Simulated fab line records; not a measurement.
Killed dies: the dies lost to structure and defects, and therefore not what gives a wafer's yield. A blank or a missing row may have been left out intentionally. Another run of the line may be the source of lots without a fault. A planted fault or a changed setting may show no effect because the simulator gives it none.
2 desks looking at one fault :: flow gf180mcu :: every desk sees just its own numbers, and what lay behind them comes last

== FROM THE METROLOGY DESK ==
What the gauges read for every lot (on any tool): the sampled wafers with a number, averaged. Any lot whose mean is over 4 standard deviations away from the usual mean is out of limits and marked OUT; that distance is given in the brackets.
Columns: A = CONTACT_W_RS at GF_CONTACT_RS_MEAS_25, usual 0.383 ohm/sq; B = CONTACT_W_THK at GF_CONTACT_THK_MEAS_26, usual 289 nm
lot: L621
first seen here: day 18 01:16
A: 0.376
B: 291

lot: L625
first seen here: day 19 10:38
A: 0.377
B: 294

lot: L633
first seen here: day 22 12:01
A: 0.384
B: 291

lot: L634
first seen here: day 22 16:35
A: 0.383
B: 293

lot: L637
first seen here: day 23 13:45
A: 0.384
B: 290

lot: L638
first seen here: day 23 21:34
A: 0.384
B: 288
This desk found nothing out of limits on any of the 6 lots.

== AT THE TOOL OWNER'S DESK: pvdSputter-03 ==
The tool's own readings at GF_M1_SPUTTER_03 (material Ti, target thk 10 nm, time 6.7 s): means of the sampled wafers that have a number, for each lot that ran on this tool. Any lot whose mean is over 4 standard deviations away from the usual mean is out of limits and marked OUT; that distance is given in the brackets.
Columns: A = cathodeDcPowerW at GF_M1_SPUTTER_03, usual 3000.0 W; B = chamberPressurePa at GF_M1_SPUTTER_03, usual 0.3000 Pa; C = throttleValvePct at GF_M1_SPUTTER_03, usual 30.3 %
lot: L625
first seen here: day 19 11:17
A: 2999.6
B: 0.3001
C: 31.0
This desk's finding: nothing out of limits on the one lot.

== PUT TOGETHER ==
Nothing out of limits was seen by the metrology desk.
The desk of the tool owner found nothing out of limits.

== WHAT WAS PUT IN BY THE SIMULATOR ==
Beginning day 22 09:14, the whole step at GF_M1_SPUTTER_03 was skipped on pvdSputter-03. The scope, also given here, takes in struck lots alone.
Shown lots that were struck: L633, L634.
